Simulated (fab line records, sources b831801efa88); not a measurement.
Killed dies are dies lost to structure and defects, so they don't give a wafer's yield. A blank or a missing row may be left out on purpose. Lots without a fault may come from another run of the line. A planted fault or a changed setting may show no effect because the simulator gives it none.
Split-lot experiment | flow sfq_line | 5 lots, 23 wafers read, on a route of 325 steps

THE SPLIT
At SFQ_TRILAYER_I2_CMP_CMP_064 (polishes SiO2), the setting leave_above_ref_nm was moved away from the recipe's 200 nm on 6 of the 23 wafers read, by +3.5% to +3.7%. The other wafers ran this setting at the recipe's value.

The file shows no step between the split and the reading.

THE READING
thk_nm, in nm, at SFQ_TRILAYER_I2_METRO_MEASURE_065. Fault-free wafers of this fab line usually give 200.5 nm, standard deviation 0.78 nm.

wafer  | tool, chamber at the split | leave_above_ref_nm as run, nm | against the recipe | thk_nm, nm | against lot-mates on the recipe
L078.1 | cmp-01, 3                  | 200                           | recipe             | 201.8      | -
L078.2 | cmp-01, 2,1                | 207.4                         | +3.7%              | 208.2      | +6.9
L078.3 | cmp-01, 2,1                | 207.4                         | +3.7%              | 208.2      | +6.9
L078.5 | cmp-01, 2                  | 200                           | recipe             | 200.8      | -
L078.6 | cmp-01, 3                  | 207.4                         | +3.7%              | 209.1      | +7.8
L080.3 | cmp-02, 0,1                | 200                           | recipe             | 200.7      | -
L080.4 | cmp-02, 0,1                | 200                           | recipe             | 200.7      | -
L080.5 | cmp-02, 3                  | 200                           | recipe             | 199.9      | -
L082.1 | cmp-02, 3,0                | 200                           | recipe             | 201.1      | -
L082.2 | cmp-02, 3,0                | 200                           | recipe             | 201.1      | -
L082.3 | cmp-02, 1                  | 200                           | recipe             | 200.9      | -
L082.5 | cmp-02, 3                  | 200                           | recipe             | 199.7      | -
L082.6 | cmp-02, 2                  | 200                           | recipe             | 201.9      | -
L083.1 | cmp-01, 1                  | 207.1                         | +3.5%              | 207.1      | +6.6
L083.3 | cmp-01, 2                  | 207.1                         | +3.5%              | 208.1      | +7.6
L083.4 | cmp-01, 3                  | 200                           | recipe             | 200.6      | -
L083.5 | cmp-01, 1                  | 207.1                         | +3.5%              | 206.9      | +6.4
L083.6 | cmp-01, 2                  | 200                           | recipe             | 200.4      | -
L084.1 | cmp-01, 1,2                | 200                           | recipe             | 199.6      | -
L084.2 | cmp-01, 0                  | 200                           | recipe             | 198.5      | -
L084.3 | cmp-01, 3                  | 200                           | recipe             | 199.7      | -
L084.4 | cmp-01, 2                  | 200                           | recipe             | 198.1      | -
L084.6 | cmp-01, 1,2                | 200                           | recipe             | 199.5      | -
Where a row lists several chambers, the file gives one row for several wafers and doesn't say which wafer went through which chamber.

THE FIT
A straight line over all 23 wafers: thk_nm changes by +2.11 nm for each +1% of leave_above_ref_nm; r = +0.96; the points scatter about the line by 0.97 nm.
The same after taking each lot's own level away (the mean of its wafers on the recipe; 23 wafers): +1.94 nm for each +1%; r = +0.98; scatter 0.58 nm.
On that fit, the largest move of leave_above_ref_nm shifts the reading by 7.2 nm.
The lots' own levels span 199.08 to 201.30 nm, that is 2.8 times the standard deviation above.
So the lot-to-lot level changes the slope little: the two slopes agree.
Check: with one of the wafers moved furthest among these (+3.7%) left out of the fit, the line predicts +7.24 nm for it against its lot-mates. It came out at +6.9 nm against them.

OTHER SPLITS ON THESE WAFERS
These wafers also went through other splits before the reading. Each is held against what the fit with the lots' levels taken away leaves over:
other split on the same wafers                  | wafers away from the commonest value | r with thk_nm (lot level and that fit taken away)
SFQ_TRILAYER_M2_BARC_OPEN_METAL_ETCH_077 bias_w | 8                                    | -0.15

THE WHOLE CHAIN: every reading that the file lists as answering this split, in the file's order
step                                  | what it does                                          | reading                                                                                   | change (the file's fit)              | r (the file's)
SFQ_TRILAYER_I2_CMP_CMP_064           | polishes SiO2                                         | SiO2_of_TRILAYER_I2_DEP_PECVD_063.thk_nm (the simulator's own value, which no gauge read) | +1.92 nm for each +1% of the setting | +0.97
SFQ_TRILAYER_I2_METRO_MEASURE_065     |                                                       | thk_nm                                                                                    | +1.93 nm for each +1% of the setting | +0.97
SFQ_TRILAYER_I2_VIA_ETCH_VIA_ETCH_070 | etches SiO2 in CHF3, stops on Nb, target depth 260 nm | I2.feature_depth_nm (the simulator's own value, which no gauge read)                      | +1.92 nm for each +1% of the setting | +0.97

THE FILE'S OWN FIT
thk_nm changes by +1.93 nm for each +1% of leave_above_ref_nm, r = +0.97.
